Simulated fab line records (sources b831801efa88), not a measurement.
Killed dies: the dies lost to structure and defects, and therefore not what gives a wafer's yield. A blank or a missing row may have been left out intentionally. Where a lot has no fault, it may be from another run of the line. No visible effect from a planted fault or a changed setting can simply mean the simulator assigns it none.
What tool caused it? + flow gf180mcu + 18 wafers from 6 lots sampled at 2 of the route's 602 steps

WHAT EACH GAUGE READ, for each wafer
GF_M5_OVL_MEAS_08.
| lot  | measured     | on         | M5_OVL (nm) |
|------|--------------|------------|-------------|
| L834 | day 28 06:28 | overlay-02 | 9 17 10     |
| L837 | day 28 15:19 | overlay-01 | -4 0 -4     |
| L839 | day 29 21:43 | overlay-02 | 6 3 10      |
| L841 | day 30 02:20 | overlay-01 | 1 4 -1      |
| L850 | day 32 12:47 | overlay-02 | 0 -4 -2     |
| L854 | day 33 05:11 | overlay-02 | 3 1 4       |

EACH LOT AND THE TOOL THAT RAN IT (in order: tool; ch and the chambers of the sampled wafers; start)
| lot  | GF_MIM_SPUTTER_04            |
|------|------------------------------|
| L834 | pvd sputter-01, day 26 11:30 |
| L837 | pvd sputter-03, day 26 21:33 |
| L839 | pvd sputter-01, day 28 06:40 |
| L841 | pvd sputter-03, day 28 10:38 |
| L850 | pvd sputter-03, day 30 23:15 |
| L854 | pvd sputter-01, day 31 18:16 |
- GF_MIM_SPUTTER_04: material TiN, target thk 50 nm, time 41.7 s.

THE ANSWER, worked out from the rows above alone
Rule: the usual values come from the lots themselves. Put in order of their means at a reading, lots are off if they are a third of the lots or fewer, leave a main group of 4 or more, and stand apart from it by a gap of 3 or more times the standard deviation of the main group's means; of several such gaps the widest counts. A main group is skipped when, at the precision printed for the reading in the tables above, its means are all equal. A lot without any number at a reading at which 4 lots or more have one is off too. Any other lot the step has rows for is counted as sound.
No lot is off at any reading shown: from this, nothing can be told.

WHAT THE SIMULATOR HAD PUT IN
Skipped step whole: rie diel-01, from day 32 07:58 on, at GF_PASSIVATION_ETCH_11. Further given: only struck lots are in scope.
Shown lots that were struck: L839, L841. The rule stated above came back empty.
